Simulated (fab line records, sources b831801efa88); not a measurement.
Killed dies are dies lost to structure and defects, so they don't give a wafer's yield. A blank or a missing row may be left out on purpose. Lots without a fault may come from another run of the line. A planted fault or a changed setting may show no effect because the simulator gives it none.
One fault seen from 2 desks | flow sky130 | each desk has only its own numbers; what lay behind them comes last

THE METROLOGY DESK
What the gauges read, lot by lot, whatever tool the lot ran on: means of the sampled wafers that have a number. A lot is out of limits, marked OUT, if its mean lies more than 4 standard deviations from the usual mean; the brackets give that distance.
Columns: A = POLY_GATE_OXIDATION_THK at SKY_POLY_GATE_THK_MEAS_21, usual 4.02 nm
lot  | first seen here | A
L331 | day 16 15:34    | 4.01
L332 | day 17 08:15    | 3.97
L334 | day 18 12:16    | 3.96
L338 | day 20 02:56    | 3.93
L340 | day 20 12:22    | 3.97
L342 | day 21 02:22    | 2.67 (-18) OUT
L343 | day 21 10:03    | 2.78 (-16) OUT
L347 | day 23 06:53    | 3.99
L346 | day 23 08:30    | 4.04
L352 | day 24 13:50    | 4.09
This desk's finding: out of limits on L342, L343; first on L342, day 21 02:22 (POLY_GATE_OXIDATION_THK at SKY_POLY_GATE_THK_MEAS_21). In limits: L331, L332, L334, L338, L340, L347, L346, L352.

THE TOOL OWNER'S DESK: furnace-01
The tool's own readings at SKY_POLY_GATE_OXIDATION_20 (stabilise 600 s, purge 300 s, target thk 4 nm): means of the sampled wafers that have a number, for each lot that ran on this tool. A lot is out of limits, marked OUT, if its mean lies more than 4 standard deviations from the usual mean; the brackets give that distance. Of its 11 readings 7 are shown: the one that was out of limits first, and those that lie furthest out on some lot.
Columns: A = spike_tc_bottom_C at SKY_POLY_GATE_OXIDATION_20, usual 863.6 C; B = spike_tc_centre_C at SKY_POLY_GATE_OXIDATION_20, usual 849.6 C; C = spike_tc_lower_C at SKY_POLY_GATE_OXIDATION_20, usual 851.0 C; D = spike_tc_top_C at SKY_POLY_GATE_OXIDATION_20, usual 862.9 C; E = spike_tc_upper_C at SKY_POLY_GATE_OXIDATION_20, usual 850.3 C; F = tube_center_temp_C at SKY_POLY_GATE_OXIDATION_20, usual 850.01 C; G = tube_center_temp_C_max at SKY_POLY_GATE_OXIDATION_20, usual 852.1
lot  | first seen here | A               | B               | C               | D               | E               | F                        | G
L334 | day 18 11:01    | 865.2           | 848.7           | 850.7           | 866.0           | 849.8           | 850.06                   | 852.4
L338 | day 20 01:34    | 865.1           | 849.4           | 850.4           | 864.5           | 850.0           | 850.05                   | 852.3
L340 | day 20 11:07    | 864.8           | 850.2           | 849.4           | 864.5           | 849.6           | 850.04                   | 852.2
L342 | day 21 01:05    | 836.5 (-12) OUT | 820.2 (-31) OUT | 820.3 (-28) OUT | 835.6 (-11) OUT | 820.5 (-23) OUT | 820.46 (-99 or more) OUT | 822.7 (-95) OUT
L343 | day 21 08:47    | 837.1 (-12) OUT | 820.1 (-31) OUT | 819.6 (-29) OUT | 836.0 (-11) OUT | 819.7 (-24) OUT | 820.48 (-99 or more) OUT | 822.5 (-95) OUT
This desk's finding: out of limits on L342, L343; first on L342, day 21 01:05 (spike_tc_bottom_C at SKY_POLY_GATE_OXIDATION_20). In limits: L334, L338, L340.

PUT TOGETHER
The tool owner's desk could have raised an alarm at day 21 01:05, on L342, L343.
The metrology desk could have raised an alarm at day 21 02:22, on L342, L343.
Of the lots named, all ran SKY_POLY_GATE_OXIDATION_20 on furnace-01.

WHAT THE SIMULATOR HAD PUT IN
Process parameter drift: furnace-01, from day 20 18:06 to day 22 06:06, at SKY_POLY_GATE_OXIDATION_20. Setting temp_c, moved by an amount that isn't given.
Lots struck among those shown: L342, L343.
Hours from the fault's start to each desk's first reading out of limits: the tool owner's desk, 7; the metrology desk, 8.
